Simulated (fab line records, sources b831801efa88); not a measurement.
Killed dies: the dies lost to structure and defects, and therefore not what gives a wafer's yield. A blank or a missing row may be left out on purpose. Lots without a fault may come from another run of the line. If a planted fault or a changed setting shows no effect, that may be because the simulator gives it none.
Comparing a struck lot with a sound one ; flow gf180mcu ; 15 out of 602 route steps
Sound: wafers L589.2, L589.3, L589.5. Wafers L597.1, L597.2, L597.6 were the ones struck. The cause is named last.
For every step that has rows: the tool of each side, followed by ch and its chambers, followed by its first start. Under that, the readings that differ: sound wafers ; struck wafers ; difference of the means ; sigmas: that difference in standard deviations of wafers without a fault.
alike: same words and numbers on both sides, and readings whose means sit less than 2 such deviations apart. not compared: any withheld reading, any reading some wafer has no value for, any bound like >300 that may hide the same value, and any number with overlapping values for which the record gives no deviation.
Wherever a step has rows on one side only, a row that says differs or no value, or a row with sigmas, the two part there. When numbers do not overlap yet have no deviation, they are printed without sigmas and do not part them. A reading missing from all wafers of one side parts the sides only when that side holds two or more wafers.

first, 7 steps without rows for these wafers: GF_MVSD_DEHYDRATE_00 (time 60 s); GF_MVSD_HMDS_01 (prime time 60 s); GF_MVSD_COAT_02 (resist thk 3000 nm); GF_MVSD_SOFTBAKE_03; GF_MVSD_EXPOSE_04 (exposes mask MVSD, target cd 1000 nm); GF_MVSD_PEB_05; GF_MVSD_DEVELOP_06 (develop time 60 s).
GF_MVSD_OVL_MEAS_07:
  sound on overlay-01, day 6 07:25; struck on overlay-02, day 8 00:37
  alike: MVSD_OVL
then, 2 steps without rows for these wafers: GF_MVSD_IMPLANT_08; GF_MVSD_IMPLANT_09.
GF_MVSD_STRIP_10: strips in O2/N2.
  sound on plasma-asher-01 ch 0,1, day 6 07:44; struck on plasma-asher-03 ch 0,1, day 8 00:56
  alike: drypump-motor-current-A, heater-power-w, oes-product-au, strip-time-to-endpoint-s
  not compared: rf-hours-counter-h
GF_MVSD_TW_MEAS_11:
  sound on film-metro-04, day 6 07:51; struck on film-metro-01, day 8 01:02
  alike: MVSD_TW
GF_MVPSD_DEHYDRATE_00: time 60 s.
  sound on litho-track-02 ch 0, day 6 14:41; struck on litho-track-03 ch 0, day 8 08:43
reading;sound;struck;difference;sigmas
heater-power-total-W (W);160.34 160.60 160.27;165.94 165.98 166.17;+5.63;+47
plate-temp-C (C);199.93 199.81 199.96;205.89 205.70 205.67;+5.85;+34
then, 1 step without rows for these wafers: GF_MVPSD_HMDS_01 (prime time 60 s).
-- the record jumps here: 25 days lie between the struck wafers' starts before and after (it left off in module MVPSD and takes up again in module PASSIVATION, whose first step shown is number 602 of the route) --
GF_PASSIVATION_PROBE_99:
  only the struck wafers here have rows in the record (prober-01, day 33 06:01); the sound ones have none

## WHERE THEY PART
At GF_MVPSD_DEHYDRATE_00 first; at GF_PASSIVATION_PROBE_99 last (within this record only).

WHY: what had been put in by the simulator
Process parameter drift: litho-track-03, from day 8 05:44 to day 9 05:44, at GF_MVPSD_DEHYDRATE_00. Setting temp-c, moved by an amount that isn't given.
